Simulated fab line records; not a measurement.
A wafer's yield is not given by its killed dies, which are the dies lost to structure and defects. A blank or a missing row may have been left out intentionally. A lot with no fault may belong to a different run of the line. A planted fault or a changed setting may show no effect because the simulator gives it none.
Which tool did it? + flow sky130 + 18 wafers from 6 lots sampled at 2 of the route's 708 steps

## WHAT THE GAUGES SHOWED, per wafer
SKY_LI_CONTACT_THK_MEAS_23: measures by xrf.
| lot  | measured     | on           | LI_CONTACT_W_THK (nm) |
|------|--------------|--------------|-----------------------|
| L797 | day 29 05:32 | filmMetro-04 | 383 387 392           |
| L800 | day 30 10:42 | filmMetro-04 | 384 381 389           |
| L802 | day 31 06:00 | filmMetro-02 | 377 380 377           |
| L807 | day 32 20:38 | filmMetro-03 | 387 394 390           |
| L810 | day 34 04:19 | filmMetro-02 | 375 386 382           |
| L819 | day 37 07:15 | filmMetro-02 | 381 387 382           |

## TOOL THAT RAN EACH LOT (tool first, then ch and the chambers of the sampled wafers, then the start)
| lot  | SKY_LI_CONTACT_CMP_02         |
|------|-------------------------------|
| L797 | cmp-01 ch 0,3, day 27 23:50   |
| L800 | cmp-01 ch 0,1,2, day 29 03:59 |
| L802 | cmp-02 ch 2,3, day 29 23:58   |
| L807 | cmp-01 ch 0,1, day 31 17:07   |
| L810 | cmp-01 ch 1,3, day 33 00:20   |
| L819 | cmp-02 ch 1,2,3, day 36 03:22 |
- SKY_LI_CONTACT_CMP_02: polishes PSG.

## THE ANSWER, worked out from the rows above alone
Rule: the lots themselves supply what counts as usual. Put in order of their means at a reading, lots are off if they are a third of the lots or fewer, leave a main group of 4 or more, and stand apart from it by a gap of 3 or more times the standard deviation of the main group's means; of several such gaps the widest counts. Not used: any main group whose means are identical at the precision the tables above print for the reading. A lot without any number at a reading at which 4 lots or more have one is off too. The other lots that the step has rows for count as sound.
Across all readings shown, no lot is off: no conclusion can be drawn from this.

## WHAT THE SIMULATOR HAD INSERTED
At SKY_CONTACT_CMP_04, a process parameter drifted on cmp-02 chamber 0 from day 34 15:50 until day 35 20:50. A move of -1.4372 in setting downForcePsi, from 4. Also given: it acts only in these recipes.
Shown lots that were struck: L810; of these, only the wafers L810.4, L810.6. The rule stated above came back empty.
